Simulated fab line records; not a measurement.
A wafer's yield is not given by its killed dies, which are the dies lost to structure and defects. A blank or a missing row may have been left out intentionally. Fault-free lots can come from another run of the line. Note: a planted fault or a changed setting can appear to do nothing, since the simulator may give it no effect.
fab line records    flow sky130
record lots=5  wafers=15  last_day=49
route steps=708 shown LDD_P@259 LDD_HVN@267 PAD_OPEN@708
lots untouched by any fault: they come from a run of this same line in which no faults occurred
start_h: hours from the record's first day to the start of the lot's first wafer shown    wait_h: how many hours have passed since the lot's step before this one    " same as the row above    L1.1+2: a single row standing in for several wafers    - value missing, or start not given    * or withheld: withheld    < > ~ a bound
route shown NAME@n: a module of which the file shows steps, and the number in the route of the first    usual: average and standard deviation across the fault-free wafers    same: alike in all rows    chamber/n: place in a boat    sites: per-site readings    _std_site: the standard deviation of these    _edge_site: inner sites' mean taken away from outer sites' mean    radius_mm: how far each site lies from the wafer's centre    mask NAME#n: copy n    behind: the last tool/chamber to shape the wafer    hold: why the lot went on hold/how many hours it stayed there/how the hold came to an end    device: whichever transistor did not switch (one of n, p or np)    end of line: tests of these same wafers at the route's end    a step given without rows: its recipe and nothing more    killed: dies lost to structure and defects at the first sort, not the wafer's yield    map: per-die view of a wafer (x killed, . not killed, _ where there is no die)
set.NAME: setting as actually run; set.NAME@STEP: the setting as run at that earlier step    model.NAME: the simulator's own value behind a step, which no gauge read
certain route steps with their lots: each step a table, each wafer a row
services: when a tool's chamber went out of use (start_h, in hours from the record's first day, below 0 if earlier), for how many hours, and the reason
## steps
# step SKY_LDD_P_EXPOSE_04
# recipe mask_id=PSDM  na=0.6  source_shape=conventional  sigma_outer=0.6  polarization=unpolarized  target_cd_nm=380  dose_mj=138
# step SKY_LDD_P_PEB_05
# recipe temp_c=withheld  time_s=*  resist=NOVOLAK
# step SKY_LDD_P_DEVELOP_06
# recipe resist=NOVOLAK  developer=TMAH  develop_time_s=60  dev_temp_c=23
# step SKY_LDD_P_CD_MEAS_07
# recipe target_cd_nm=380
# usual cd_nm=379.9/2.4
lot.wafer  tool       chamber  start_h  wait_h  cd_nm
L206.1     cd_sem-02  -        477.06   0.2     379.3
L206.5     "          -        "        "       381.1
L206.6     "          -        "        "       380.5
L216.2     cd_sem-01  -        571.81   0.1     382.7
L216.4     "          -        "        "       382.3
L216.5     "          -        "        "       381.9
L219.1     cd_sem-01  -        587.04   0.1     382.8
L219.2     "          -        "        "       381.2
L219.3     "          -        "        "       381.5
L221.1     cd_sem-02  -        604.74   0.1     379.1
L221.2     "          -        "        "       380.9
L221.4     "          -        "        "       381.1
L222.1     cd_sem-02  -        613.59   0.1     379.0
L222.5     "          -        "        "       378.4
L222.6     "          -        "        "       377.8
# step SKY_LDD_P_OVL_MEAS_08
# usual LDD_P_OVL=0.3/1.3
lot.wafer  tool        chamber  start_h  wait_h  LDD_P_OVL[nm]
L206.1     overlay-01  -        477.18   0.1     0.4
L206.5     "           -        "        "       0.3
L206.6     "           -        "        "       1.4
L216.2     overlay-02  -        571.92   0.1     3.0
L216.4     "           -        "        "       1.9
L216.5     "           -        "        "       0.7
L219.1     overlay-01  -        587.16   0.1     -1.1
L219.2     "           -        "        "       -0.4
L219.3     "           -        "        "       -0.6
L221.1     overlay-01  -        604.86   0.1     0.7
L221.2     "           -        "        "       1.7
L221.4     "           -        "        "       1.2
L222.1     overlay-02  -        613.71   0.1     2.1
L222.5     "           -        "        "       3.2
L222.6     "           -        "        "       2.0
# step SKY_LDD_P_IMPLANT_09
# recipe species=BF2  energy_kev=25  dose_cm2=1e+13  tilt_deg=withheld
# step SKY_LDD_P_STRIP_10
# recipe chemistry=O2/N2  power_w=1400  pressure_mtorr=1500  platen_temp_c=withheld  o2_flow_sccm=3000  n2_flow_sccm=300  overash_fraction=0.5
# usual drypump_motor_current_A=5.8/0.51  o2_flow_sccm=3001/8.3  oes_product_au=0.716/0.0043  strip_time_to_endpoint_s=14.18/0.039
lot.wafer  tool             chamber  start_h  wait_h  drypump_motor_current_A  o2_flow_sccm  oes_product_au  rf_hours_counter_h  strip_time_to_endpoint_s
L206.1     plasma_asher-01  0        477.36   0.1     5.6                      3019          0.713           5                   14.16
L206.5     "                1        "        "       6.4                      3011          0.718           -                   14.21
L206.6     "                0        "        "       5.6                      3004          0.706           -                   14.17
L216.2     plasma_asher-01  0        572.10   0.1     5.6                      3006          0.718           14                  14.23
L216.4     "                0        "        "       5.6                      2998          0.713           -                   14.14
L216.5     "                0        "        "       5.6                      3003          0.718           -                   14.23
L219.1     plasma_asher-01  1        587.35   0.1     6.4                      3024          0.717           16                  14.18
L219.2     "                0        "        "       5.6                      2998          0.709           16                  14.15
L219.3     "                1        "        "       6.5                      3003          0.720           -                   14.18
L221.1     plasma_asher-04  1        605.05   0.1     6.2                      3014          0.717           93                  14.16
L221.2     "                0        "        "       5.3                      3007          0.714           93                  14.14
L221.4     "                1        "        "       6.2                      3005          0.715           -                   14.18
L222.1     plasma_asher-03  0        613.90   0.1     5.0                      3007          0.715           47                  14.20
L222.5     "                0        "        "       5.0                      3005          0.716           -                   14.17
L222.6     "                1        "        "       6.0                      2993          0.717           -                   14.20
# step SKY_LDD_P_TW_MEAS_11
# usual LDD_P_TW=638/4.8
lot.wafer  tool           chamber  start_h  wait_h  LDD_P_TW
L206.1     film_metro-01  -        477.46   0.1     635
L206.5     "              -        "        "       634
L206.6     "              -        "        "       640
L216.2     film_metro-03  -        572.21   0.1     640
L216.4     "              -        "        "       641
L216.5     "              -        "        "       639
L219.1     film_metro-01  -        587.45   0.1     637
L219.2     "              -        "        "       633
L219.3     "              -        "        "       636
L221.1     film_metro-03  -        605.15   0.1     637
L221.2     "              -        "        "       634
L221.4     "              -        "        "       642
L222.1     film_metro-03  -        614.00   0.1     641
L222.5     "              -        "        "       641
L222.6     "              -        "        "       640
# step SKY_LDD_HVN_DEHYDRATE_00
# recipe temp_c=200  time_s=60
# step SKY_LDD_HVN_HMDS_01
# recipe prime_time_s=60  prime_temp_c=120
# step SKY_LDD_HVN_COAT_02
# recipe resist=NOVOLAK  spin_rpm=3000  resist_thk_nm=300
# step SKY_LDD_HVN_SOFTBAKE_03
# recipe temp_c=90  time_s=60  resist=NOVOLAK
# step SKY_LDD_HVN_EXPOSE_04
# recipe mask_id=HVNTM  na=0.6  source_shape=conventional  sigma_outer=0.6  polarization=unpolarized  target_cd_nm=700  dose_mj=127
# usual focus_offset_nm=0.0/0.47  reticle_temp_C=23.02/0.1
lot.wafer  tool              chamber  start_h  wait_h  mask        focus_offset_nm  reticle_temp_C
L206.1     iline_stepper-02  0        492.61   -       HVNTM_R1#0  0.9              23.00
L206.5     "                 0        "        "       HVNTM_R1#0  0.6              22.97
L206.6     "                 0        "        "       HVNTM_R1#0  0.9              22.81
L216.2     iline_stepper-02  0        586.81   -       HVNTM#0     -0.1             23.03
L216.4     "                 0        "        "       HVNTM#0     -0.8             23.18
L216.5     "                 0        "        "       HVNTM#0     -0.4             22.92
L219.1     iline_stepper-02  0        602.66   -       HVNTM#0     0.0              23.13
L219.2     "                 0        "        "       HVNTM#0     0.9              23.16
L219.3     "                 0        "        "       HVNTM#0     -0.6             23.04
L221.1     iline_stepper-02  0        619.82   -       HVNTM#0     0.0              23.06
L221.2     "                 0        "        "       HVNTM#0     0.0              23.10
L221.4     "                 0        "        "       HVNTM#0     -0.3             23.07
L222.1     iline_stepper-01  0        629.12   -       HVNTM#0     -0.1             22.86
L222.5     "                 0        "        "       HVNTM#0     0.4              23.02
L222.6     "                 0        "        "       HVNTM#0     0.2              22.96
# step SKY_LDD_HVN_PEB_05
# recipe temp_c=withheld  time_s=*  resist=NOVOLAK
# step SKY_PAD_OPEN_PROBE_99
# usual killed_at_M0_to_M3=43/6.8  killed_at_M4_up=2.9/1.7  killed_at_contacts=24/5.4  killed_at_front_end=15/4.8  killed_at_other=0.3/0.57  killed_dies=85/9.4  killed_open=47/7.5  killed_short=38/5.7
# same gross_dies=492  killed_at_back_side=0
lot.wafer  tool       chamber  start_h  wait_h  killed_at_M0_to_M3  killed_at_M4_up  killed_at_contacts  killed_at_front_end  killed_at_other  killed_dies  killed_open  killed_short
L206.1     prober-01  -        1097.21  0.1     53                  4                24                  13                   0                94           49           45
L206.5     prober-01  -        1097.41  0.2     42                  4                30                  14                   1                91           49           42
L206.6     prober-01  -        1097.46  0.2     55                  4                28                  15                   1                103          59           44
L219.1     prober-01  -        1169.18  0.1     52                  4                24                  7                    0                87           48           39
L219.2     prober-01  -        1169.23  0.1     44                  3                18                  5                    0                70           35           35
L219.3     prober-01  -        1169.28  0.2     40                  3                31                  17                   0                91           60           31
L222.1     prober-01  -        1182.07  0.1     50                  2                28                  16                   0                96           52           44
L222.5     prober-01  -        1182.27  0.2     48                  1                23                  21                   0                93           56           37
L222.6     prober-01  -        1182.32  0.2     44                  2                24                  14                   0                84           45           39
# killed by level:class
L206.1 VIA1:geometric_particle:open=15 LOCAL_INTERCONNECT:geometric_particle:short=9 VIA2:geometric_particle:open=7 POLY_GATE:geometric_particle:short=6 VIA3:geometric_particle:open=6 LI_CONTACT:geometric_particle:open=6 VIA1:geometric_particle:short=6 METAL1:geometric_particle:short=6
L206.5 VIA1:geometric_particle:open=9 CONTACT:geometric_particle:open=8 METAL1:geometric_particle:short=7 VIA2:geometric_particle:open=7 FIELD_ISO:geometric_particle:short=6 LOCAL_INTERCONNECT:geometric_particle:short=6 LI_CONTACT:geometric_particle:open=5 CONTACT:geometric_particle:short=5
L206.6 METAL1:geometric_particle:short=11 CONTACT:geometric_particle:open=11 VIA1:geometric_particle:open=11 VIA3:geometric_particle:open=9 POLY_GATE:geometric_particle:open=8 VIA1:geometric_particle:short=7 LI_CONTACT:geometric_particle:short=4 LOCAL_INTERCONNECT:geometric_particle:open=4
L219.1 VIA1:geometric_particle:open=11 CONTACT:geometric_particle:open=11 VIA3:geometric_particle:open=9 VIA2:geometric_particle:open=7 METAL1:geometric_particle:short=5 METAL2:geometric_particle:short=5 VIA1:geometric_particle:short=4 LI_CONTACT:geometric_particle:open=4
L219.2 VIA1:geometric_particle:open=12 CONTACT:geometric_particle:open=8 VIA2:geometric_particle:open=8 VIA1:geometric_particle:short=7 CONTACT:geometric_particle:short=5 VIA3:geometric_particle:short=5 FIELD_ISO:geometric_particle:short=4 VIA3:geometric_particle:open=3
L219.3 CONTACT:geometric_particle:open=14 VIA2:geometric_particle:open=13 LI_CONTACT:geometric_particle:open=9 POLY_GATE:geometric_particle:open=7 LI_CONTACT:geometric_particle:short=5 VIA3:geometric_particle:open=5 POLY_GATE:geometric_particle:short=4 METAL2:geometric_particle:short=4
L222.1 VIA1:geometric_particle:open=13 METAL1:geometric_particle:short=10 CONTACT:geometric_particle:open=9 FIELD_ISO:geometric_particle:open=8 LOCAL_INTERCONNECT:geometric_particle:short=7 METAL2:geometric_particle:short=7 VIA2:geometric_particle:open=7 LI_CONTACT:geometric_particle:open=4
L222.5 VIA1:geometric_particle:open=11 LI_CONTACT:geometric_particle:open=10 METAL2:geometric_particle:short=8 CONTACT:geometric_particle:open=7 FIELD_ISO:geometric_particle:open=6 VIA3:geometric_particle:short=6 POLY_GATE:geometric_particle:open=6 METAL1:geometric_particle:short=6
L222.6 VIA1:geometric_particle:open=11 CONTACT:geometric_particle:open=10 VIA1:geometric_particle:short=6 METAL2:geometric_particle:short=5 CONTACT:geometric_particle:short=5 VIA3:geometric_particle:open=5 POLY_GATE:geometric_particle:short=4 LI_CONTACT:geometric_particle:open=4
## services
tool              chamber  start_h  hours  kind
iline_stepper-02  -        474.27   4.8    repair
plasma_asher-01   -        496.61   2.7    repair
iline_stepper-02  -        497.55   1.7    pm
iline_stepper-01  -        513.02   4.8    repair
plasma_asher-03   -        521.55   1.5    repair
plasma_asher-03   -        556.93   2.8    pm
iline_stepper-01  -        597.12   1.7    pm
iline_stepper-01  -        599.51   21.6   repair
## key
first_sign step=SKY_LDD_HVN_EXPOSE_04  reading=mask  direction=changed
effect none on later readings
met_at SKY_LDD_HVN_EXPOSE_04
struck_wafers L206.1,L206.5,L206.6
tester_left_out L206
fault kind=wrong_mask  tool=any  chamber=-  onset_h=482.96  steps=SKY_LDD_HVN_EXPOSE_04  aux_copy=HVNTM_R1#0  cd_offset_nm=105  scope=struck_lots_only
# tester_left_out: of these lots the tester's yield and bins aren't shown, on N5 and GAA mostly nor the transistor test; their killed dies are dies lost to structure and defects alone, not to doping, threshold or leakage, so they don't give the yield
